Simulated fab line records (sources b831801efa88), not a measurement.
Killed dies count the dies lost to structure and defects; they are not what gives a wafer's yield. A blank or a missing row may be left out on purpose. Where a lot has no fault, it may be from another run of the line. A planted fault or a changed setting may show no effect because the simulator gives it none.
fab line records | flow gf180mcu
record: lots: 13 wafers: 39 lastDay: 34
route steps=602 shown VT_IMPLANT@119 POLY_GATE@169 PSD@258 M1@329
lots that met no fault: taken from a fault-free run of the same line
startH: hours from the record's opening day to when the first of the lot's shown wafers began | waitH: how many hours have passed since the lot's step before this one | " as in the row above | L1.1+2: a row that stands for several wafers | - no value present, or no start provided | * or withheld: withheld | < > ~ a bound
route shown NAME@n: names a module that has steps shown in the file, with the first one's number in the route | usual: the fault-free wafers' mean and standard deviation | same: alike in all rows | chamber/n: place in a boat | sites: readings site by site | _std_site: the standard deviation of these | _edge_site: inner sites' mean taken away from outer sites' mean | radiusMm: how far each site lies from the wafer's centre | mask NAME#n: copy n | behind: tool/chamber where the wafer was last shaped | hold: cause of the lot's hold/its duration in hours/its outcome | device: which transistor (n, p or np) failed to switch | end of line: at the end of the route, the tests of the same wafers | for a step that has no rows: nothing shown but its recipe | killed: not the wafer's yield, but the dies lost to structure and defects at the first sort | map: shows each die of a wafer: x if killed, . if not, _ if none is there
set.NAME: the setting the step ran with; set.NAME@STEP: the setting that earlier step ran with | model.NAME: the simulator's own value behind a step, which no gauge read
one table for each step of the route and one row for each wafer, over a sample of lots
services: when a tool's chamber went out of use (startH, in hours from the record's first day, below 0 if earlier), for how many hours, and the reason
== steps ==
step: GF_VT_IMPLANT_OVL_MEAS_29
usual: VT_IMPLANT_02_OVL: 1.4/1.5
columns lot.wafer tool chamber startH waitH VT_IMPLANT_02_OVL[nm]
L304.1 overlay-01 - 141.76 0.1 2.7
L304.4 " - " " 3.2
L304.6 " - " " 1.3
L306.1 overlay-02 - 151.91 0.1 0.4
L306.3 " - " " 0.0
L306.6 " - " " 0.6
L310.1 overlay-01 - 178.86 0.1 2.1
L310.2 " - " " 2.5
L310.6 " - " " 2.2
L311.3 overlay-01 - 184.62 0.1 2.0
L311.4 " - " " 3.1
L311.5 " - " " 2.2
L312.3 overlay-01 - 192.32 0.1 1.7
L312.5 " - " " 3.3
L312.6 " - " " 3.6
L313.2 overlay-01 - 203.08 0.1 -2.2
L313.4 " - " " -2.4
L313.5 " - " " -1.1
L314.2 overlay-02 - 205.92 0.1 3.2
L314.4 " - " " 3.8
L314.6 " - " " 3.3
L315.1 overlay-01 - 213.21 0.1 2.3
L315.2 " - " " 0.9
L315.3 " - " " 3.4
L316.1 overlay-02 - 219.13 0.1 2.7
L316.4 " - " " 2.9
L316.6 " - " " 2.2
L318.3 overlay-01 - 231.27 0.1 -2.0
L318.4 " - " " -1.4
L318.5 " - " " -0.7
L321.1 overlay-02 - 254.67 0.1 0.2
L321.5 " - " " 1.1
L321.6 " - " " 2.1
L324.1 overlay-02 - 269.32 0.1 -1.1
L324.2 " - " " 0.4
L324.6 " - " " 0.4
L325.1 overlay-01 - 277.87 0.1 2.0
L325.4 " - " " 2.2
L325.6 " - " " 2.3
step: GF_POLY_GATE_ETCH_12
recipe: chemistry: N2/H2 targetDepthA: withheld overetchA: withheld timeS: withheld target: BARC ionEnergyEv: 200 sourceW: 500 biasW: 100 pressureMtorr: 30 n2FlowSccm: 100 h2FlowSccm: 200
usual: drypumpMotorCurrentA: 5.9/0.48 oesProductAu: 0.735/0.0047 throttleValvePct: 13.214/0.0087
columns lot.wafer tool chamber startH waitH drypumpMotorCurrentA oesProductAu throttleValvePct
L304.1 rieDiel-01 1 198.82 0.0 5.5 0.738 13.209
L304.4 " 2 " " 5.8 0.743 13.214
L304.6 " 2 " " 5.9 0.735 13.216
L306.1 rieDiel-01 1 209.62 0.0 5.5 0.732 13.218
L306.3 " 3 " " 5.6 0.741 13.212
L306.6 " 1 " " 5.5 0.728 13.221
L310.1 rieDiel-03 0 238.82 0.0 6.6 0.733 13.217
L310.2 " 3 " " 6.3 0.741 13.223
L310.6 " 0 " " 6.6 0.733 13.225
L311.3 rieDiel-04 0 244.24 0.0 6.5 0.733 13.211
L311.4 " 2 " " 5.8 0.727 13.210
L311.5 " 3 " " 6.3 0.741 13.195
L312.3 rieDiel-03 3 251.91 0.0 6.3 0.732 13.226
L312.5 " 0 " " 6.6 0.737 13.214
L312.6 " 3 " " 6.3 0.724 13.202
L313.2 rieDiel-03 2 262.72 0.0 5.5 0.735 13.200
L313.4 " 3 " " 6.3 0.731 13.207
L313.5 " 0 " " 6.6 0.732 13.225
L314.2 rieDiel-01 3 268.52 0.0 5.6 0.735 13.207
L314.4 " 1 " " 5.5 0.727 13.225
L314.6 " 0 " " 5.8 0.733 13.208
L315.1 rieDiel-04 0 275.26 0.0 6.5 0.737 13.217
L315.2 " 2 " " 5.8 0.736 13.211
L315.3 " 1 " " 5.9 0.735 13.219
L316.1 rieDiel-01 2 280.04 0.0 5.9 0.740 13.213
L316.4 " 3 " " 5.6 0.735 13.212
L316.6 " 2 " " 5.9 0.738 13.219
L318.3 rieDiel-03 1 294.04 0.0 4.8 0.734 13.231
L318.4 " 3 " " 6.3 0.732 13.208
L318.5 " 0 " " 6.6 0.747 13.214
L321.1 rieDiel-03 0 321.44 0.0 6.5 0.734 13.221
L321.5 " 3 " " 6.3 0.738 13.203
L321.6 " 0 " " 6.6 0.734 13.217
L324.1 rieDiel-04 2 337.21 0.0 5.7 0.736 13.214
L324.2 " 3 " " 6.3 0.739 13.194
L324.6 " 3 " " 6.3 0.737 13.217
L325.1 rieDiel-04 1 346.86 0.0 5.9 0.735 13.206
L325.4 " 2 " " 5.7 0.742 13.223
L325.6 " 1 " " 5.9 0.734 13.210
step: GF_PSD_STRIP_10
recipe: chemistry: O2/N2 powerW: 1400 pressureMtorr: 1500 platenTempC: 250 o2FlowSccm: 3000 n2FlowSccm: 300 overashFraction: 0.5
usual: drypumpMotorCurrentA: 5.5/0.65 heaterPowerW: 290/23 o2FlowSccm: 3001/8.2 oesProductAu: 0.589/0.0042 stripTimeToEndpointS: 16.69/0.038
columns lot.wafer tool chamber startH waitH drypumpMotorCurrentA heaterPowerW o2FlowSccm oesProductAu rfHoursCounterH stripTimeToEndpointS
L304.1 plasmaAsher-03 1 318.57 0.1 5.7 313 2998 0.589 51 16.68
L304.4 " 0 " " 6.1 288 2996 0.583 - 16.74
L304.6 " 1 " " 5.8 312 2999 0.595 - 16.71
L306.1 plasmaAsher-04 1 331.87 0.1 5.1 256 2999 0.588 68 16.71
L306.3 " 1 " " 5.1 256 3007 0.587 - 16.73
L306.6 " 1 " " 5.1 254 3011 0.586 - 16.78
L310.1 plasmaAsher-04 1 369.32 0.1 5.2 260 3000 0.587 72 16.70
L310.2 " 0 " " 4.7 319 2995 0.590 72 16.66
L310.6 " 0 " " 4.7 309 3001 0.584 - 16.67
L311.3 plasmaAsher-02 0 375.41 0.1 4.8 307 3011 0.584 - 16.70
L311.4 " 1 " " 6.6 263 3010 0.595 - 16.72
L311.5 " 1 " " 6.6 266 3009 0.596 - 16.69
L312.3 plasmaAsher-02 0 386.15 0.1 4.8 306 3006 0.590 - 16.74
L312.5 " 0 " " 4.8 300 2997 0.589 - 16.69
L312.6 " 1 " " 6.5 266 3005 0.594 - 16.78
L313.2 plasmaAsher-03 1 396.46 0.1 5.7 309 3004 0.583 59 16.75
L313.4 " 0 " " 6.1 285 2998 0.589 - 16.76
L313.5 " 1 " " 5.7 312 3005 0.588 - 16.73
L314.2 plasmaAsher-03 1 402.96 0.1 5.7 310 3009 0.582 60 16.73
L314.4 " 0 " " 6.1 289 2999 0.579 - 16.72
L314.6 " 0 " " 6.1 290 3002 0.585 - 16.71
L315.1 plasmaAsher-03 0 412.30 0.1 6.1 289 2997 0.582 61 16.70
L315.2 " 1 " " 5.7 313 3030 0.587 61 16.68
L315.3 " 0 " " 6.1 288 3000 0.594 - 16.70
L316.1 plasmaAsher-04 1 422.58 0.1 5.1 260 3001 0.583 77 16.67
L316.4 " 1 " " 5.1 253 2995 0.588 - 16.64
L316.6 " 0 " " 4.7 317 2998 0.589 - 16.65
L318.3 plasmaAsher-03 1 437.37 0.1 5.8 310 2999 0.586 - 16.69
L318.4 " 0 " " 6.1 286 2983 0.591 - 16.70
L318.5 " 0 " " 6.1 286 3005 0.589 - 16.70
L321.1 plasmaAsher-03 1 468.26 0.1 5.8 301 2988 0.588 67 16.66
L321.5 " 0 " " 6.1 288 3000 0.589 - 16.70
L321.6 " 1 " " 5.7 307 2993 0.587 - 16.72
L324.1 plasmaAsher-04 1 483.46 0.1 5.1 260 3602 0.596 84 16.46
L324.2 " 0 " " 4.7 325 3600 0.592 84 16.43
L324.6 " 1 " " 5.1 259 3607 0.590 - 16.49
L325.1 plasmaAsher-04 1 494.06 0.1 5.1 254 3586 0.585 85 16.52
L325.4 " 0 " " 4.7 311 3607 0.585 - 16.51
L325.6 " 1 " " 5.1 254 3598 0.593 - 16.56
step: GF_M1_CD_MEAS_14
recipe: targetCdNm: 230
usual: cdNm: 229.8/1.4
columns lot.wafer tool chamber startH waitH cdNm
L304.1 cdSem-01 - 389.07 0.1 229.1
L304.4 " - " " 230.4
L304.6 " - " " 228.4
L306.1 cdSem-02 - 404.51 0.1 229.3
L306.3 " - " " 228.5
L306.6 " - " " 230.1
L310.1 cdSem-01 - 443.21 0.1 229.9
L310.2 " - " " 229.1
L310.6 " - " " 230.2
L311.3 cdSem-02 - 449.86 0.1 229.3
L311.4 " - " " 228.7
L311.5 " - " " 227.7
L312.3 cdSem-01 - 461.95 0.1 228.9
L312.5 " - " " 228.4
L312.6 " - " " 229.2
L313.2 cdSem-01 - 472.28 0.1 228.4
L313.4 " - " " 228.5
L313.5 " - " " 229.1
L314.2 cdSem-02 - 478.73 0.1 228.7
L314.4 " - " " 228.7
L314.6 " - " " 228.4
L315.1 cdSem-02 - 488.15 0.1 228.8
L315.2 " - " " 229.5
L315.3 " - " " 229.2
L316.1 cdSem-01 - 497.55 0.1 230.1
L316.4 " - " " 231.0
L316.6 " - " " 230.7
L318.3 cdSem-01 - 512.35 0.1 229.2
L318.4 " - " " 229.1
L318.5 " - " " 228.3
L321.1 cdSem-02 - 542.01 0.1 228.8
L321.5 " - " " 227.3
L321.6 " - " " 228.9
L324.1 cdSem-01 - 555.86 0.1 230.5
L324.2 " - " " 228.7
L324.6 " - " " 231.3
L325.1 cdSem-01 - 565.90 0.1 231.3
L325.4 " - " " 230.7
L325.6 " - " " 231.7
== services ==
columns tool chamber startH hours kind
rieDiel-03 2 185.50 5.7 repair
rieDiel-04 3 248.07 5.2 repair
rieDiel-04 2 250.25 8.4 repair
plasmaAsher-03 - 253.60 1.3 repair
plasmaAsher-02 - 257.66 4.3 pm
rieDiel-03 1 264.24 - clean
rieDiel-03 1 264.24 21.7 scheduledDown
plasmaAsher-02 - 291.92 4.4 repair
plasmaAsher-04 - 306.02 0.6 repair
rieDiel-03 2 306.65 4.6 repair
rieDiel-03 0 342.14 8.1 repair
plasmaAsher-02 - 359.97 2.8 pm
rieDiel-03 2 372.62 3.9 repair
rieDiel-04 - 374.29 2.8 pm
rieDiel-03 3 375.42 1.3 repair
rieDiel-01 3 379.82 8.6 repair
rieDiel-04 1 392.89 23.1 repair
rieDiel-04 1 431.38 6.4 repair
rieDiel-03 2 454.46 6.9 repair
rieDiel-01 1 457.05 13.5 repair
rieDiel-01 1 484.48 4.1 repair
rieDiel-01 - 486.58 2.8 pm
rieDiel-04 3 487.01 6.1 repair
rieDiel-01 2 489.53 1.3 repair
== key ==
firstSign: step: GF_PSD_STRIP_10 reading: o2FlowSccm direction: up sigmas: 73 usual: 3001 struck: 3600
effect: step: GF_PSD_STRIP_10 reading: stripTimeToEndpointS direction: down sigmas: 5.1 usual: * struck: *
metAt GF_PSD_STRIP_10
struckLots L324,L325
testerLeftOut L324,L325
notActingAt GF_VT_IMPLANT_OVL_MEAS_29,GF_POLY_GATE_ETCH_12,GF_M1_CD_MEAS_14
onsetBetween 422.58 483.46
fault: kind: processParameterDrift tool: plasmaAsher-04 chamber: - onsetH: 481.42 steps: GF_PSD_STRIP_10 channel: o2FlowSccm offset: 600 shape: step endH: 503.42 actsIn: theseRecipesOnly stated: 3000
testerLeftOut: of these lots the tester's yield and bins aren't shown, on N5 and GAA mostly nor the transistor test; their killed dies are dies lost to structure and defects alone, not to doping, threshold or leakage, so they don't give the yield
